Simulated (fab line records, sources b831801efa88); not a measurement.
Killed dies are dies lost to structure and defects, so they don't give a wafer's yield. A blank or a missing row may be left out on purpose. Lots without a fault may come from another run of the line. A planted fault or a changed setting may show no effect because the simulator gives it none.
A struck lot beside a sound one | flow sky130 | 16 steps out of a route of 708
Sound: wafers L597.2, L597.4, L597.5. Struck: wafers L608.3, L608.5. (L608.1 of the same lot was not struck and is left out.) The cause comes at the end.
At each step with rows: each side's tool, then ch and its chambers, then its first start. Under that, the readings that differ: sound wafers | struck wafers | difference of the means | sigmas: that difference in standard deviations of wafers without a fault.
alike: readings whose means differ by less than 2 such deviations, and words and numbers that are the same on both sides. not compared: withheld readings, readings that some wafer has no value for, bounds like >300 that may hide the same value, and numbers for which the record gives no deviation and whose values overlap.
The two part at a step that has a row with sigmas, a row that says differs or no value, or rows on one side only. Numbers that don't overlap but have no deviation are shown without sigmas and don't part them. A reading that every wafer of one side lacks parts them only if that side has two wafers or more.

SKY_VIA3_BOW_MEAS_03:
  sound on film_metro-03, day 38 07:28; struck on film_metro-04, day 42 12:04
  alike: VIA3_BOW
then, 8 steps without rows for these wafers: SKY_VIA3_DEHYDRATE_04 (time 60 s); SKY_VIA3_HMDS_05 (prime time 60 s); SKY_VIA3_COAT_06 (resist thk 60 nm); SKY_VIA3_COAT_07 (resist thk 450 nm); SKY_VIA3_SOFTBAKE_08 (time 90 s); SKY_VIA3_EXPOSE_09 (exposes mask VIM3, target cd 200 nm); SKY_VIA3_PEB_10; SKY_VIA3_DEVELOP_11 (develop time 60 s).
SKY_VIA3_CD_MEAS_12: target cd 200 nm.
  sound on cd_sem-02, day 39 08:53; struck on cd_sem-01, day 43 11:40
  alike: cd_nm
SKY_VIA3_OVL_MEAS_13:
  sound on overlay-01, day 39 08:59; struck on overlay-01, day 43 11:47
  alike: VIA3_OVL
SKY_VIA3_ETCH_14: etches BARC in N2/H2, stops on SiO2, time 45.9 s, target depth 60 nm.
  sound on rie_diel-01 ch 0,3, day 39 09:01; struck on rie_diel-01 ch 0, day 43 11:50
  alike: drypump_motor_current_A, n2_flow_sccm, oes_product_au, throttle_valve_pct
  not compared: rf_hours_counter_h
SKY_VIA3_ETCH_15: etches SiO2 in C4F8/O2/Ar, stops on TiN, target depth 507 nm, time 78 s.
  sound on rie_diel-01 ch 0,3, day 39 09:04; struck on rie_diel-01 ch 0, day 43 11:52
  reading                                     | sound             | struck      | difference | sigmas
  oes_product_au (a.u.)                       | 0.949 0.943 0.947 | 0.796 0.790 | -0.153     | -34
  model.etch.depth_nm (nm)                    | 463.2 463.4 463.5 | 340.7 339.4 | -123.3     |
  model.VIA3.feature_depth_nm (nm)            | 463.2 463.4 463.5 | 340.7 339.4 | -123.3     |
  model.KrF-thick_of_VIA3_COAT_07.thk_nm (nm) | 288 290.2 289.3   | 326.8 326.5 | +37.5      |
SKY_VIA3_STRIP_16: strips in O2/N2.
  sound on plasma_asher-03 ch 0,1, day 39 09:07; struck on plasma_asher-02 ch 0, day 43 11:56
  reading                      | sound             | struck      | difference | sigmas
  oes_product_au (a.u.)        | 0.407 0.407 0.398 | 0.412 0.416 | +0.010     | +2
  strip_time_to_endpoint_s (s) | 4.086 4.119 4.115 | 4.497 4.491 | +0.387     | +15
  alike: drypump_motor_current_A, n2_flow_sccm
  not compared: rf_hours_counter_h
then, 1 step without rows for these wafers: SKY_VIA3_STRIP_17 (strips in post etch residue remover, time 1200 s).
-- the record jumps here: 5 days lie between the struck wafers' starts before and after (it left off in module VIA3 and takes up again in module PAD_OPEN, whose first step shown is number 708 of the route) --
SKY_PAD_OPEN_PROBE_99:
  sound on prober-01, day 45 12:31; struck on prober-02, day 48 23:41
  reading                  | sound          | struck    | difference | sigmas
  defect_limited_yield (%) | 82.9 82.1 81.9 | 0 0       | -82        | -46
  killed_at_M0_to_M3       | 42 45 43       | 437 454   | +402       | +52
  killed_dies              | 84 88 89       | 492 492   | +405       | +45
  killed_on_rim            | 16 22 23       | 96 96     | +76        | +22
  sort_bin_3_pad_short (%) | 0.6 1.2 1.8    | 0.4 0     | -1.0       | -2
  sort_bin_5_function (%)  | 10.2 10.0 10.0 | 93.5 93.3 | +83.3      | +56
  sort_n_pass              | 408 404 403    | 0 0       | -405       | -45
  sort_yield_pct (%)       | 82.9 82.1 81.9 | 0 0       | -82        | -46
  alike: killed_at_M4_up, killed_at_contacts, killed_at_front_end, killed_at_other, killed_open, killed_short, sort_bin_6_memory

WHERE THEY PART
First at SKY_VIA3_ETCH_15; last, within this record, at SKY_PAD_OPEN_PROBE_99.

WHY: what the simulator had put in
Process parameter drift: rie_diel-01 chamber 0, from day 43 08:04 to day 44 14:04, at SKY_VIA3_ETCH_15. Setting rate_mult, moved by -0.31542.
